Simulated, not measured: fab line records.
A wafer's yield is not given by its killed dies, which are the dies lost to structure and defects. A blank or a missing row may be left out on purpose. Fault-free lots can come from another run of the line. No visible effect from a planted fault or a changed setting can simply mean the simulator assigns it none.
Matching of chambers | flow gf180mcu | rie_diel-01 running GF_V1_ETCH_16: 4 sister chambers
The step etches BARC in N2/H2. 8 wafers are shown with their chamber, then 7 later ones without.

WAFERS, EACH WITH ITS CHAMBER
wafer  | chamber | oes_product_au (a.u.) | throttle_valve_pct (%)
L910.1 | 1       | 0.850                 | 13.224
L911.3 | 1       | 0.852                 | 13.218
L911.4 | 0       | 0.859                 | 13.232
L913.2 | 0       | 0.854                 | 13.228
L917.5 | 3       | 0.854                 | 13.224
L917.6 | 2       | 0.852                 | 13.223
L921.4 | 3       | 0.863                 | 13.209
L921.5 | 2       | 0.851                 | 13.214

WAFERS WITHOUT THEIR CHAMBER
wafer  | oes_product_au (a.u.) | throttle_valve_pct (%)
L921.6 | 0.856                 | 13.226
L922.2 | 0.852                 | 13.226
L922.4 | 0.853                 | 13.232
L922.5 | 0.849                 | 13.235
L932.1 | 0.858                 | 13.212
L932.3 | 0.856                 | 13.220
L932.6 | 0.850                 | 13.234

CHAMBER TAKEN BY EACH
wafer  | from the rows above               | in truth
L921.6 | can't be placed: 0 or 1 or 3 or 2 | 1
L922.2 | can't be placed: 1 or 2 or 0 or 3 | 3
L922.4 | can't be placed: 0 or 1 or 2 or 3 | 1
L922.5 | can't be placed: 0 or 1 or 2 or 3 | 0
L932.1 | can't be placed: 3 or 2 or 1      | 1
L932.3 | can't be placed: 3 or 2 or 1 or 0 | 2
L932.6 | can't be placed: 0 or 1 or 2 or 3 | 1
Correctly placed: 0 of 7. These rows do not allow placing 7 (true chamber among the candidates in 7). 0 placed wrongly.
How it was worked out, from the rows above alone: a wafer's distance from a chamber is the root of the sum, over the readings, of the square of ((its reading less the chamber's mean) divided by the reading's scatter). The wafer belongs to the nearest chamber; if the next one is less than 2 further off, it can't be placed. For every chamber, the mean is computed from those of its wafers that are shown. The scatter: the root of (the sum of the squares of (reading less its chamber's mean) over the shown wafers, divided by (wafers less chambers)).
